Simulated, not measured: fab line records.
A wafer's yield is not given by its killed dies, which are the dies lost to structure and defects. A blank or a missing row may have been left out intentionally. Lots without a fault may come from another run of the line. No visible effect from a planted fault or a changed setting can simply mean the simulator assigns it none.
Chamber matching ; flow gf180mcu ; GF_CONTACT_CMP_27 on cmp-01: 4 sister chambers
The step polishes, stops on SiO2, t overpolish 15 s, target thk 0 nm. 8 wafers are shown with their chamber, then 9 later ones without.

WAFERS WITH THEIR CHAMBER
wafer;chamber;motor_current_A (A);time_to_endpoint_s (s)
L819.5;1;10.2;76.9
L827.5;2;11.1;72.9
L830.2;2;11.1;73.6
L830.6;0;9.9;76.5
L833.2;0;9.6;79.3
L835.1;3;11.0;70.4
L835.4;1;10.7;75.1
L835.5;3;9.8;75.9

WAFERS MISSING THEIR CHAMBER
wafer;motor_current_A (A);time_to_endpoint_s (s)
L840.2;10.9;75.1
L840.3;11.5;70.9
L840.4;10.2;73.3
L841.1;10.6;69.1
L841.2;11.0;65.1
L841.6;11.9;69.5
L842.1;10.5;65.9
L842.2;11.6;70.3
L842.4;10.5;66.3

WHICH CHAMBER EACH ONE RAN IN
wafer;from the rows above;in truth
L840.2;can't be placed: 2 or 1 or 3 or 0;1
L840.3;can't be placed: 2 or 3 or 1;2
L840.4;can't be placed: 3 or 1 or 2 or 0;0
L841.1;can't be placed: 3 or 2 or 1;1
L841.2;can't be placed: 2 or 3 or 1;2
L841.6;can't be placed: 2 or 3 or 1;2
L842.1;can't be placed: 3 or 2 or 1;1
L842.2;can't be placed: 2 or 3 or 1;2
L842.4;can't be placed: 3 or 2 or 1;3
0 of 9 placed correctly. Can't be placed from these rows: 9 (the true chamber is among the candidates in 9). Number placed wrongly: 0.
How it was worked out, from the rows above alone: a wafer's distance from a chamber is the root of the sum, over the readings, of the square of ((its reading less the chamber's mean) divided by the reading's scatter). The wafer belongs to the nearest chamber; if the next one is less than 2 further off, it can't be placed. The mean given for a chamber averages the wafers shown for that chamber. The scatter: take each reading less its chamber's mean, square it, sum over the shown wafers, divide by the number of wafers less the number of chambers, and take the root.
